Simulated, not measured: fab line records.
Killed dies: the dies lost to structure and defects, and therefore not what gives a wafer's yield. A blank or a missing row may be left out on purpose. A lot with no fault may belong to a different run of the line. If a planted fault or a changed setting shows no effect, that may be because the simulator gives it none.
The tool behind it: which one? -- flow gf180mcu -- 24 lots with 72 wafers sampled at 5 steps, on a route of 602 steps

## WHAT THE GAUGES READ, wafer by wafer
GF_M3_CD_MEAS_14: target cd 280 nm. Usual: cd nm reads 280.0 nm (standard deviation 1.3).
lot,measured,on,cd nm (nm),flag
L074,day 21 08:56,cd sem-01,279.5 278.1 279.0,
L075,day 21 10:18,cd sem-01,280.2 278.8 279.2,
L076,day 21 20:06,cd sem-01,280.3 278.8 279.2,
L077,day 22 14:17,cd sem-01,280.8 280.9 281.0,
L078,day 22 14:47,cd sem-02,279.7 279.7 278.8,
L079,day 22 23:09,cd sem-01,281.4 281.3 281.6,
L080,day 23 12:57,cd sem-01,282.2 281.9 280.4,
L081,day 23 16:14,cd sem-02,282.0 281.5 281.9,
L082,day 24 00:29,cd sem-02,279.8 279.5 278.5,
L083,day 24 07:38,cd sem-02,279.2 278.8 279.3,
L084,day 24 17:40,cd sem-02,278.2 278.0 279.4,
L085,day 25 04:11,cd sem-01,280.3 279.2 279.5,
L086,day 25 07:46,cd sem-01,279.0 279.2 280.6,
L087,day 26 03:53,cd sem-01,281.2 279.7 281.2,
L088,day 26 07:34,cd sem-02,283.3 282.7 282.1,
L089,day 26 14:44,cd sem-02,280.1 280.4 279.5,
L090,day 26 23:08,cd sem-02,277.3 278.0 278.7,
L091,day 27 03:28,cd sem-01,279.4 279.7 277.8,
L092,day 27 11:38,cd sem-01,278.8 279.3 279.7,
L093,day 27 22:59,cd sem-01,279.4 278.2 279.5,
L094,day 28 00:13,cd sem-01,280.1 280.5 280.0,
L095,day 28 05:27,cd sem-01,281.3 279.1 281.0,
L096,day 29 00:14,cd sem-02,279.9 280.8 279.8,
L097,day 29 02:37,cd sem-02,279.9 278.7 279.7,

GF_V3_BOW_MEAS_05. Usual: V3_BOW typically reads 120 um, with standard deviation 8.9.
lot,measured,on,V3_BOW (um),flag
L074,day 21 10:20,film metro-02,122 118 130,
L075,day 21 11:40,film metro-02,124 127 127,
L076,day 21 21:32,film metro-02,100 108 101,
L077,day 22 15:38,film metro-03,126 116 124,
L078,day 22 16:09,film metro-02,126 108 118,
L079,day 23 00:31,film metro-03,122 118 110,
L080,day 23 14:20,film metro-03,113 112 131,
L081,day 23 17:38,film metro-03,118 112 118,
L082,day 24 01:53,film metro-03,125 125 114,
L083,day 24 09:00,film metro-03,112 126 128,
L084,day 24 19:08,film metro-03,121 113 112,
L085,day 25 05:32,film metro-02,102 117 118,
L086,day 25 09:10,film metro-03,112 111 119,
L087,day 26 05:15,film metro-03,114 124 122,
L088,day 26 08:56,film metro-04,104 110 104,
L089,day 26 16:06,film metro-03,128 127 121,
L090,day 27 00:59,film metro-04,128 131 119,
L091,day 27 05:18,film metro-02,129 134 120,
L092,day 27 13:00,film metro-04,118 119 112,
L093,day 28 00:28,film metro-03,135 125 130,
L094,day 28 01:43,film metro-03,126 114 128,
L095,day 28 06:59,film metro-02,107 110 140,
L096,day 29 01:35,film metro-04,133 131 141,
L097,day 29 04:02,film metro-04,121 118 109,

GF_V4_CD_MEAS_14: target cd 260 nm. Usual: cd nm reads 260.0 nm (standard deviation 1.1).
lot,measured,on,cd nm (nm),flag
L074,day 24 10:16,cd sem-02,260.5 260.0 260.5,
L075,day 24 12:03,cd sem-01,259.6 260.0 259.2,
L076,day 24 20:20,cd sem-01,260.1 261.4 260.7,
L077,day 25 13:07,cd sem-02,259.5 259.7 260.4,
L078,day 25 13:28,cd sem-01,261.6 260.6 261.1,
L079,day 25 20:27,cd sem-02,260.0 260.6 259.5,
L080,day 26 10:29,cd sem-01,261.2 260.4 260.6,
L081,day 26 12:59,cd sem-02,258.2 257.3 258.5,
L082,day 26 20:07,cd sem-02,261.9 263.2 261.6,
L083,day 27 03:31,cd sem-02,259.9 258.7 260.2,
L084,day 27 12:53,cd sem-01,259.7 259.8 258.5,
L085,day 27 22:34,cd sem-01,257.5 259.1 258.7,
L086,day 28 01:34,cd sem-01,258.9 259.2 259.5,
L087,day 28 19:57,cd sem-01,260.9 261.3 259.7,
L088,day 29 01:04,cd sem-01,259.7 258.6 257.3,
L089,day 29 06:31,cd sem-01,260.3 260.2 261.2,
L090,day 29 13:42,cd sem-01,260.9 261.3 260.6,
L091,day 29 18:07,cd sem-02,260.7 259.5 259.2,
L092,day 30 02:37,cd sem-01,261.0 260.7 261.7,
L093,day 30 12:40,cd sem-02,257.9 258.0 258.1,
L094,day 30 13:25,cd sem-01,259.5 260.5 259.1,
L095,day 30 18:23,cd sem-02,260.7 260.5 260.1,
L096,day 31 10:04,cd sem-01,260.1 260.8 260.3,
L097,day 31 13:20,cd sem-02,261.5 260.7 261.7,

## EACH LOT AND THE TOOL THAT RAN IT (in order: tool; ch and the chambers of the sampled wafers; start)
lot,GF_V2_SPUTTER_21,GF_M4_STRIP_17
L074,"pvd sputter-03, day 20 08:09","plasma asher-01 ch 1, day 23 10:50"
L075,"pvd sputter-03, day 20 09:35","plasma asher-01 ch 0,1, day 23 12:27"
L076,"pvd sputter-03, day 20 19:16","plasma asher-01 ch 0,1, day 23 21:23"
L077,"pvd sputter-03, day 21 13:58","plasma asher-04 ch 0,1, day 24 14:24"
L078,"pvd sputter-02, day 21 14:22","plasma asher-01 ch 0,1, day 24 14:42"
L079,"pvd sputter-02, day 21 22:53","plasma asher-01 ch 0,1, day 24 22:27"
L080,"pvd sputter-02, day 22 13:38","plasma asher-01 ch 0,1, day 25 12:12"
L081,"pvd sputter-03, day 22 16:32","plasma asher-01 ch 0,1, day 25 14:50"
L082,"pvd sputter-01, day 23 01:27","plasma asher-04 ch 0,1, day 25 22:09"
L083,"pvd sputter-03, day 23 08:39","plasma asher-04 ch 0,1, day 26 05:48"
L084,"pvd sputter-03, day 23 18:35","plasma asher-02 ch 0,1, day 26 15:21"
L085,"pvd sputter-01, day 24 05:32","plasma asher-02 ch 0,1, day 27 01:26"
L086,"pvd sputter-01, day 24 09:31","plasma asher-02 ch 0,1, day 27 04:32"
L087,"pvd sputter-02, day 25 05:32","plasma asher-02 ch 0,1, day 27 23:35"
L088,"pvd sputter-02, day 25 09:40","plasma asher-04 ch 0,1, day 28 04:11"
L089,"pvd sputter-03, day 25 16:38","plasma asher-02 ch 0,1, day 28 09:22"
L090,"pvd sputter-01, day 26 01:27","plasma asher-04 ch 0,1, day 28 18:23"
L091,"pvd sputter-03, day 26 06:12","plasma asher-02 ch 0,1, day 28 22:14"
L092,"pvd sputter-03, day 26 14:09","plasma asher-04 ch 0,1, day 29 06:15"
L093,"pvd sputter-01, day 27 03:15","plasma asher-04 ch 0,1, day 29 16:47"
L094,"pvd sputter-03, day 27 03:33","plasma asher-02 ch 0,1, day 29 17:56"
L095,"pvd sputter-01, day 27 08:27","plasma asher-01 ch 0,1, day 29 23:02"
L096,"pvd sputter-03, day 28 03:17","plasma asher-01 ch 1, day 30 15:33"
L097,"pvd sputter-01, day 28 06:44","plasma asher-01 ch 0,1, day 30 18:41"
- GF_V2_SPUTTER_21: material Ti, target thk 15 nm, time 80.02 s.
- GF_M4_STRIP_17: strips in O2/N2.

## WHAT THE TOOLS THEMSELVES READ (means of the sampled wafers that have a number; where no wafer has one, the mark that the record gives instead)
GF_V2_SPUTTER_21. Usual: throttle valve pct reads 29.6 % (standard deviation 0.72).
lot,tool,throttle valve pct (%),flag
L074,pvd sputter-03,29.5,
L075,pvd sputter-03,29.0,
L076,pvd sputter-03,29.2,
L077,pvd sputter-03,29.1,
L078,pvd sputter-02,30.3,
L079,pvd sputter-02,30.0,
L080,pvd sputter-02,30.5,
L081,pvd sputter-03,29.2,
L082,pvd sputter-01,29.9,
L083,pvd sputter-03,28.9,
L084,pvd sputter-03,29.4,
L085,pvd sputter-01,29.9,
L086,pvd sputter-01,30.5,
L087,pvd sputter-02,30.5,
L088,pvd sputter-02,30.0,
L089,pvd sputter-03,29.0,
L090,pvd sputter-01,29.9,
L091,pvd sputter-03,29.3,
L092,pvd sputter-03,28.9,
L093,pvd sputter-01,30.0,
L094,pvd sputter-03,29.1,
L095,pvd sputter-01,29.9,
L096,pvd sputter-03,28.8,
L097,pvd sputter-01,29.3,

GF_M4_STRIP_17. Usual: drypump motor current A 5.85 A, standard deviation 0.18; heater power w 333 W, standard deviation 36; n2 flow sccm 299.9 sccm, standard deviation 0.9; oes product au 0.559 a.u., standard deviation 0.0047; strip time to endpoint s 7.79 s, standard deviation 0.034.
lot,tool,drypump motor current A (A),heater power w (W),n2 flow sccm (sccm),oes product au (a.u.),strip time to endpoint s (s),flag
L074,plasma asher-01,5.86,277,300.8,0.560,7.79,
L075,plasma asher-01,5.82,303,300.2,0.558,7.75,
L076,plasma asher-01,5.84,306,300.6,0.553,7.81,
L077,plasma asher-04,6.05,336,300.4,0.557,7.77,
L078,plasma asher-01,5.82,310,298.2,0.557,7.79,
L079,plasma asher-01,5.81,333,299.8,0.558,7.81,
L080,plasma asher-01,5.85,310,300.1,0.554,7.78,
L081,plasma asher-01,5.78,332,300.8,0.559,7.81,
L082,plasma asher-04,6.08,339,299.8,0.563,7.78,
L083,plasma asher-04,6.07,336,300.1,0.563,7.81,
L084,plasma asher-02,5.69,363,299.9,0.561,7.83,
L085,plasma asher-02,5.63,333,299.7,0.558,7.77,
L086,plasma asher-02,5.70,362,299.8,0.558,7.80,
L087,plasma asher-02,5.71,357,300.0,0.559,7.78,
L088,plasma asher-04,6.07,335,300.7,0.552,7.79,
L089,plasma asher-02,5.72,356,299.1,0.557,7.78,
L090,plasma asher-04,6.08,342,300.0,0.562,7.87,
L091,plasma asher-02,5.72,359,299.7,0.571,7.86,
L092,plasma asher-04,6.09,338,300.4,0.558,7.78,
L093,plasma asher-04,6.08,340,300.7,0.563,7.79,
L094,plasma asher-02,5.72,355,300.1,0.555,7.83,
L095,plasma asher-01,5.77,329,299.5,0.561,7.78,
L096,plasma asher-01,5.86,277,300.0,0.557,7.76,
L097,plasma asher-01,5.79,335,299.6,0.556,7.79,

## THE ANSWER, worked out from the rows above alone
Rule: a lot counts as off when the mean over its wafers that have a number is more than 3 standard deviations away from the usual mean. A lot without any number at a reading at which 4 lots or more have one is off too. The other lots that the step has rows for count as sound. Order of review: gauges by route order, followed by the tools' own readings, for which a lot's mean as printed above is used. At the first step where some lot is off, the reading lying furthest off is the one used; lots without a number count as furthest.
No lot is off at any reading shown: from this, nothing can be told.

## WHAT THE SIMULATOR HAD INSERTED
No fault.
